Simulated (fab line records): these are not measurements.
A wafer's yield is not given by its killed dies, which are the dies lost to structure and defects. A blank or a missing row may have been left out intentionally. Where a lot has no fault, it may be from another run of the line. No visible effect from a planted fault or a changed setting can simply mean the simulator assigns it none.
Which of the tools did it? -- flow sky130 -- 12 lots with 36 wafers sampled at 3 steps, on a route of 708 steps

## WHAT THE GAUGES READ, wafer by wafer
SKY_NWELL_TW_MEAS_26.
lot,measured,on,NWELL_2_TW
L288,day 5 15:38,film-metro-02,487 488 487
L289,day 5 23:26,film-metro-01,492 489 493
L290,day 6 04:24,film-metro-01,490 487 490
L297,day 7 20:07,film-metro-02,490 489 490
L300,day 8 12:47,film-metro-01,468 464 464
L301,day 8 19:03,film-metro-02,473 471 470
L302,day 9 00:07,film-metro-01,490 492 494
L304,day 9 13:11,film-metro-02,490 493 492
L305,day 9 17:42,film-metro-02,490 490 489
L306,day 9 22:23,film-metro-02,490 488 489
L307,day 10 06:02,film-metro-02,492 490 492
L308,day 10 20:05,film-metro-04,506 505 504

SKY_METAL3_CD_MEAS_13 targets a cd of 300 nm.
lot,measured,on,cd-nm (nm)
L288,day 38 13:16,cd-sem-02,298.4 299.1 298.2
L289,day 39 00:22,cd-sem-01,297.3 297.6 297.2
L290,day 39 04:05,cd-sem-01,302.3 301.0 302.3
L297,day 41 12:29,cd-sem-01,299.1 299.1 300.5
L300,day 42 02:07,cd-sem-02,299.0 299.5 299.8
L301,day 42 14:59,cd-sem-01,303.1 303.0 303.4
L302,day 42 15:58,cd-sem-02,301.5 301.9 300.6
L304,day 43 09:34,cd-sem-01,300.9 299.0 300.4
L305,day 43 11:41,cd-sem-02,300.1 299.7 300.6
L306,day 43 17:40,cd-sem-02,298.2 299.2 298.9
L307,day 44 04:59,cd-sem-02,301.2 301.8 301.6
L308,day 44 18:49,cd-sem-01,300.4 299.9 298.4

## WHAT TOOL EACH LOT RAN ON (gives the tool, then ch and the chambers of the sampled wafers, and finally the start)
lot,SKY_NWELL_IMPLANT_24
L288,"implanter-01 ch 0, day 5 15:24"
L289,"implanter-03 ch 0, day 5 23:12"
L290,"implanter-03 ch 0, day 6 04:09"
L297,"implanter-04 ch 0, day 7 19:52"
L300,"implanter-03 ch 0, day 8 12:34"
L301,"implanter-03 ch 0, day 8 18:48"
L302,"implanter-04 ch 0, day 8 23:53"
L304,"implanter-01 ch 0, day 9 12:56"
L305,"implanter-04 ch 0, day 9 17:27"
L306,"implanter-04 ch 0, day 9 22:09"
L307,"implanter-01 ch 0, day 10 05:47"
L308,"implanter-04 ch 0, day 10 19:50"
- SKY_NWELL_IMPLANT_24

## AS READ BY THE TOOLS THEMSELVES (means over the sampled wafers that have a number; for cases with no such wafer, the mark the record gives instead)
SKY_NWELL_IMPLANT_24.
lot,tool,beam-on-s (s),dose-ions-cm2,faraday-current-uA
L288,implanter-01,9.75,9.2e+12,53.2
L289,implanter-03,9.99,9.2e+12,51.8
L290,implanter-03,10.12,9.2e+12,51.2
L297,implanter-04,9.93,9.2e+12,52.1
L300,implanter-03,9.72,8.0e+12,46.2
L301,implanter-03,10.13,8.0e+12,44.4
L302,implanter-04,9.99,9.2e+12,51.9
L304,implanter-01,9.90,9.2e+12,52.4
L305,implanter-04,9.98,9.2e+12,52.1
L306,implanter-04,10.09,9.2e+12,51.5
L307,implanter-01,10.01,9.2e+12,51.7
L308,implanter-04,9.88,9.2e+12,52.5

## THE ANSWER, worked out from the rows above alone
Rule: usual is defined by the lots themselves. Put in order of their means at a reading, lots are off if they are a third of the lots or fewer, leave a main group of 4 or more, and stand apart from it by a gap of 3 or more times the standard deviation of the main group's means; of several such gaps the widest counts. Not used: any main group whose means are identical at the precision the tables above print for the reading. Also off: a lot with no number at a reading for which 4 or more lots have one. Where the step has rows for the other lots, those lots are counted as sound. Order of review: gauges by route order, followed by the tools' own readings, for which a lot's mean as printed above is used. The first step at which some lot is off is used, and at that step the reading that is off furthest; a lot without a number counts as furthest.
Off: L300, L301, seen at SKY_NWELL_TW_MEAS_26 (NWELL_2_TW). Main group: mean 492, sd 4.7.
A tool fits if, at a process step before that reading, it ran every lot that is off, and no sound lot after the first of them. The gauges at SKY_NWELL_TW_MEAS_26 aren't tried: what is off there is off at SKY_NWELL_IMPLANT_24 too, on other tools, and a gauge's error can't cause that. One fits: implanter-03 at SKY_NWELL_IMPLANT_24. Its last sound lot is L290 (day 6 04:09), its first lot that is off L300 (day 8 12:34): a fault that began between those two fits.
The tool's own readings at SKY_NWELL_IMPLANT_24 bear it out: on the lots that are off they differ by more than 5 times the standard deviation of the sound lots' means. dose-ions-cm2 reads 8.0e+12 there against 9.2e+12 on the sound lots; faraday-current-uA reads 45.3 there against 52.0 on the sound lots.

## WHAT THE SIMULATOR HAD PUT IN
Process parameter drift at SKY_NWELL_IMPLANT_24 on implanter-03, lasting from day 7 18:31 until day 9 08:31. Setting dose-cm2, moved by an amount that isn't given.
Lots struck among those shown: L300, L301. The same result came from the rule above.
